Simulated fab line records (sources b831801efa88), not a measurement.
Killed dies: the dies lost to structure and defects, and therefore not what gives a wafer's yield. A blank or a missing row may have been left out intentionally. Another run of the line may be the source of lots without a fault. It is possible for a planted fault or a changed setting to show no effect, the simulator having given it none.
The tool behind it: which one? | flow gf180mcu | 24 lots, 72 wafers sampled, at 4 steps of a route of 602

WHAT EACH GAUGE READ, for each wafer
GF_STI_THK_MEAS_02.
lot  | measured    | on            | STI_OXIDATION_THK (nm)
L074 | day 1 11:31 | film-metro-01 | 10.13 9.95 10.08
L075 | day 1 16:43 | film-metro-01 | 9.73 9.93 9.74
L076 | day 1 22:41 | film-metro-01 | 9.89 9.91 9.89
L077 | day 2 02:32 | film-metro-04 | 10.07 10.14 10.08
L078 | day 2 07:31 | film-metro-04 | 10.01 10.11 9.96
L079 | day 2 12:32 | film-metro-04 | 9.95 9.80 9.62
L080 | day 2 18:48 | film-metro-03 | 10.07 9.93 10.02
L081 | day 2 22:31 | film-metro-03 | 9.85 9.96 9.87
L082 | day 3 03:55 | film-metro-03 | 10.07 10.06 10.18
L083 | day 3 08:31 | film-metro-03 | 10.33 10.47 10.54
L084 | day 3 13:31 | film-metro-01 | 10.16 10.31 10.40
L085 | day 3 18:31 | film-metro-03 | 10.19 10.05 9.94
L086 | day 3 23:43 | film-metro-04 | 9.96 10.08 10.20
L087 | day 4 05:00 | film-metro-01 | 9.98 10.11 10.10
L088 | day 4 11:53 | film-metro-01 | 10.09 9.96 9.83
L089 | day 4 15:02 | film-metro-01 | 10.23 10.35 10.24
L090 | day 4 19:31 | film-metro-04 | 9.61 9.83 9.66
L091 | day 5 00:38 | film-metro-03 | 10.12 10.01 10.10
L092 | day 5 05:31 | film-metro-03 | 9.89 10.04 10.17
L093 | day 5 10:56 | film-metro-01 | 9.99 9.94 9.79
L094 | day 5 15:31 | film-metro-04 | 10.20 10.14 10.03
L095 | day 5 20:32 | film-metro-04 | 9.94 9.98 9.94
L096 | day 6 03:19 | film-metro-01 | 10.20 10.12 10.14
L097 | day 6 06:40 | film-metro-03 | 10.10 10.09 9.94

GF_M1_THK_MEAS_06: measures by xrf.
lot  | measured     | on            | M1_ALCU_THK (nm)
L074 | day 15 08:20 | film-metro-01 | 451 449 450
L075 | day 15 14:00 | film-metro-01 | 448 442 447
L076 | day 16 08:11 | film-metro-02 | 456 445 451
L077 | day 16 10:06 | film-metro-02 | 443 442 448
L078 | day 16 16:23 | film-metro-02 | 446 446 444
L079 | day 17 01:12 | film-metro-02 | 453 450 443
L080 | day 19 20:36 | film-metro-01 | 439 438 439
L081 | day 20 00:10 | film-metro-01 | 455 454 459
L082 | day 20 03:10 | film-metro-02 | 440 439 441
L083 | day 20 07:26 | film-metro-04 | 444 446 457
L084 | day 20 04:05 | film-metro-04 | 450 447 443
L085 | day 20 09:28 | film-metro-02 | 439 435 437
L086 | day 20 10:56 | film-metro-01 | 451 446 447
L087 | day 21 00:44 | film-metro-02 | 450 442 450
L088 | day 21 22:44 | film-metro-01 | 447 440 438
L089 | day 22 00:41 | film-metro-02 | 443 436 440
L090 | day 22 07:13 | film-metro-01 | 455 454 444
L091 | day 22 19:19 | film-metro-02 | 438 441 437
L092 | day 23 06:18 | film-metro-01 | 447 443 446
L093 | day 23 23:08 | film-metro-04 | 447 439 446
L094 | day 23 22:07 | film-metro-01 | 452 446 449
L095 | day 24 07:08 | film-metro-02 | 449 444 452
L096 | day 24 20:02 | film-metro-01 | 452 450 452
L097 | day 24 19:09 | film-metro-01 | 449 450 455

GF_V2_THK_MEAS_25: measures by xrf.
lot  | measured     | on            | V2_W_THK (nm)
L074 | day 19 11:16 | film-metro-03 | 365 355 357
L075 | day 19 16:01 | film-metro-03 | 348 354 347
L076 | day 20 14:07 | film-metro-02 | 353 361 345
L077 | day 20 15:04 | film-metro-04 | 351 352 353
L078 | day 20 22:17 | film-metro-02 | 341 355 352
L079 | day 21 08:04 | film-metro-02 | 346 352 350
L080 | day 24 00:31 | film-metro-03 | 361 365 366
L081 | day 24 04:08 | film-metro-04 | 354 343 347
L082 | day 24 05:26 | film-metro-03 | 367 354 363
L083 | day 24 09:10 | film-metro-03 | 357 367 358
L084 | day 24 07:20 | film-metro-03 | 361 363 347
L085 | day 24 11:53 | film-metro-02 | 340 354 351
L086 | day 24 12:43 | film-metro-03 | 360 362 359
L087 | day 25 01:07 | film-metro-03 | 349 362 360
L088 | day 25 21:02 | film-metro-02 | 343 356 358
L089 | day 25 22:37 | film-metro-03 | 360 346 357
L090 | day 26 04:09 | film-metro-04 | 356 369 353
L091 | day 26 14:10 | film-metro-02 | 342 341 353
L092 | day 27 00:17 | film-metro-04 | 357 363 366
L093 | day 27 14:41 | film-metro-04 | 360 350 357
L094 | day 27 14:17 | film-metro-02 | 353 354 351
L095 | day 27 22:57 | film-metro-03 | 356 348 361
L096 | day 28 09:58 | film-metro-04 | 366 364 364
L097 | day 28 09:37 | film-metro-04 | 359 362 359

TOOL THAT RAN EACH LOT (tool first, then ch and the chambers of the sampled wafers, then the start)
lot  | GF_CONTACT_SPUTTER_23
L074 | pvd-sputter-03, day 15 07:23
L075 | pvd-sputter-01, day 15 13:02
L076 | pvd-sputter-04, day 16 07:10
L077 | pvd-sputter-04, day 16 09:08
L078 | pvd-sputter-03, day 16 15:25
L079 | pvd-sputter-04, day 17 00:14
L080 | pvd-sputter-03, day 19 19:38
L081 | pvd-sputter-04, day 19 23:13
L082 | pvd-sputter-03, day 20 02:11
L083 | pvd-sputter-04, day 20 06:23
L084 | pvd-sputter-04, day 20 03:01
L085 | pvd-sputter-03, day 20 08:31
L086 | pvd-sputter-03, day 20 09:58
L087 | pvd-sputter-01, day 20 23:47
L088 | pvd-sputter-03, day 21 21:46
L089 | pvd-sputter-01, day 21 23:43
L090 | pvd-sputter-01, day 22 06:16
L091 | pvd-sputter-04, day 22 18:21
L092 | pvd-sputter-03, day 23 05:20
L093 | pvd-sputter-01, day 23 22:10
L094 | pvd-sputter-03, day 23 21:04
L095 | pvd-sputter-04, day 24 06:10
L096 | pvd-sputter-03, day 24 19:04
L097 | pvd-sputter-01, day 24 18:11
- GF_CONTACT_SPUTTER_23: material TiN, target thk 10 nm, time 40 s.

AS READ BY THE TOOLS THEMSELVES (means over the sampled wafers that have a number; for cases with no such wafer, the mark the record gives instead)
GF_CONTACT_SPUTTER_23.
lot  | tool           | throttle-valve-pct (%)
L074 | pvd-sputter-03 | 30.8
L075 | pvd-sputter-01 | 29.3
L076 | pvd-sputter-04 | 30.7
L077 | pvd-sputter-04 | 30.0
L078 | pvd-sputter-03 | 30.8
L079 | pvd-sputter-04 | 30.3
L080 | pvd-sputter-03 | 30.1
L081 | pvd-sputter-04 | 30.3
L082 | pvd-sputter-03 | 30.1
L083 | pvd-sputter-04 | 30.3
L084 | pvd-sputter-04 | 30.2
L085 | pvd-sputter-03 | 30.4
L086 | pvd-sputter-03 | 30.2
L087 | pvd-sputter-01 | 29.6
L088 | pvd-sputter-03 | 31.0
L089 | pvd-sputter-01 | 29.1
L090 | pvd-sputter-01 | 29.2
L091 | pvd-sputter-04 | 30.2
L092 | pvd-sputter-03 | 31.0
L093 | pvd-sputter-01 | 29.3
L094 | pvd-sputter-03 | 30.8
L095 | pvd-sputter-04 | 30.5
L096 | pvd-sputter-03 | 31.0
L097 | pvd-sputter-01 | 29.9

THE ANSWER, worked out from the rows above alone
Rule: what is usual is taken from the lots themselves. The widest of any qualifying gaps counts: lots, ordered by their means at a reading, are off when they make up no more than a third of the lots, leave a main group of 4 or more, and stand apart from it by 3 or more times the standard deviation of that group's means. A main group is skipped when, at the precision printed for the reading in the tables above, its means are all equal. A lot without any number at a reading at which 4 lots or more have one is off too. All remaining lots with rows at the step are treated as sound. Order of review: gauges by route order, followed by the tools' own readings, for which a lot's mean as printed above is used. At the first step where some lot is off, the reading lying furthest off is the one used; lots without a number count as furthest.
No lot is off on any of the readings shown, so nothing can be concluded from this.

WHAT WAS PUT IN BY THE SIMULATOR
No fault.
